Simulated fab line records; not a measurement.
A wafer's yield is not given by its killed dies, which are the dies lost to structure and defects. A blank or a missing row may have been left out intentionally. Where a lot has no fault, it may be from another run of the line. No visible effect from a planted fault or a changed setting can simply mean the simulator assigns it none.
Matching of chambers || flow sky130 || SKY_CAP2M_CVD_00 on pecvd-04 has 3 sister chambers
The step deposits SiO2, target thk 15.5 nm. 20 wafers are shown with their chamber, then 10 later ones without.

## WAFERS PAIRED WITH THEIR CHAMBERS
{"wafer": "L077.4", "chamber": 1, "heater-power-w (W)": 787}
{"wafer": "L077.5", "chamber": 0, "heater-power-w (W)": 741}
{"wafer": "L077.6", "chamber": 2, "heater-power-w (W)": 644}
{"wafer": "L081.1", "chamber": 2, "heater-power-w (W)": 630}
{"wafer": "L081.2", "chamber": 1, "heater-power-w (W)": 751}
{"wafer": "L081.3", "chamber": 0, "heater-power-w (W)": 759}
{"wafer": "L081.4", "chamber": 1, "heater-power-w (W)": 780}
{"wafer": "L081.5", "chamber": 2, "heater-power-w (W)": 634}
{"wafer": "L081.6", "chamber": 0, "heater-power-w (W)": 786}
{"wafer": "L080.1", "chamber": 0, "heater-power-w (W)": 698}
{"wafer": "L080.2", "chamber": 2, "heater-power-w (W)": 538}
{"wafer": "L080.4", "chamber": 0, "heater-power-w (W)": 703}
{"wafer": "L085.1", "chamber": 0, "heater-power-w (W)": 771}
{"wafer": "L085.2", "chamber": 2, "heater-power-w (W)": 645}
{"wafer": "L085.3", "chamber": 2, "heater-power-w (W)": 645}
{"wafer": "L091.1", "chamber": 0, "heater-power-w (W)": 702}
{"wafer": "L091.4", "chamber": 1, "heater-power-w (W)": 718}
{"wafer": "L091.5", "chamber": 2, "heater-power-w (W)": 609}
{"wafer": "L092.1", "chamber": 1, "heater-power-w (W)": 737}
{"wafer": "L092.2", "chamber": 2, "heater-power-w (W)": 627}

SIGNATURES (averages over the wafers above)
{"reading": "heater-power-w", "chamber 0": 737.14, "chamber 1": 754.60, "chamber 2": 621.50, "scatter within a chamber": 34.6}
Rule: a wafer lies at a distance from a chamber equal to the root of the sum of squares, over the readings, of (its reading less the chamber's mean, divided by the reading's scatter). If the next closest chamber is less than 2 further off than the closest, the wafer can't be placed; otherwise it belongs to the closest. The scatter is the square root of a quotient: the sum, over the shown wafers, of each reading's squared deviation from its chamber's mean, divided by wafers minus chambers.

## WAFERS WITH NO CHAMBER GIVEN
{"wafer": "L092.5", "heater-power-w (W)": 745}
{"wafer": "L094.1", "heater-power-w (W)": 624}
{"wafer": "L094.2", "heater-power-w (W)": 767}
{"wafer": "L094.3", "heater-power-w (W)": 768}
{"wafer": "L094.4", "heater-power-w (W)": 757}
{"wafer": "L094.5", "heater-power-w (W)": 621}
{"wafer": "L094.6", "heater-power-w (W)": 776}
{"wafer": "L097.2", "heater-power-w (W)": 534}
{"wafer": "L097.4", "heater-power-w (W)": 739}
{"wafer": "L097.6", "heater-power-w (W)": 721}

## THE CHAMBER EACH PASSED THROUGH
{"wafer": "L092.5", "from the rows above": "can't be placed: 0 or 1", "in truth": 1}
{"wafer": "L094.1", "from the rows above": 2, "in truth": 2}
{"wafer": "L094.2", "from the rows above": "can't be placed: 1 or 0", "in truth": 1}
{"wafer": "L094.3", "from the rows above": "can't be placed: 1 or 0", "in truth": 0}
{"wafer": "L094.4", "from the rows above": "can't be placed: 1 or 0", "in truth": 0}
{"wafer": "L094.5", "from the rows above": 2, "in truth": 2}
{"wafer": "L094.6", "from the rows above": "can't be placed: 1 or 0", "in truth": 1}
{"wafer": "L097.2", "from the rows above": 2, "in truth": 2}
{"wafer": "L097.4", "from the rows above": "can't be placed: 0 or 1", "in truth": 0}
{"wafer": "L097.6", "from the rows above": "can't be placed: 0 or 1", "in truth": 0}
Correct placement for 3 of the 10. Cannot be placed on the basis of these rows: 7; the candidates contain the true chamber in 7. Placed wrongly: 0.
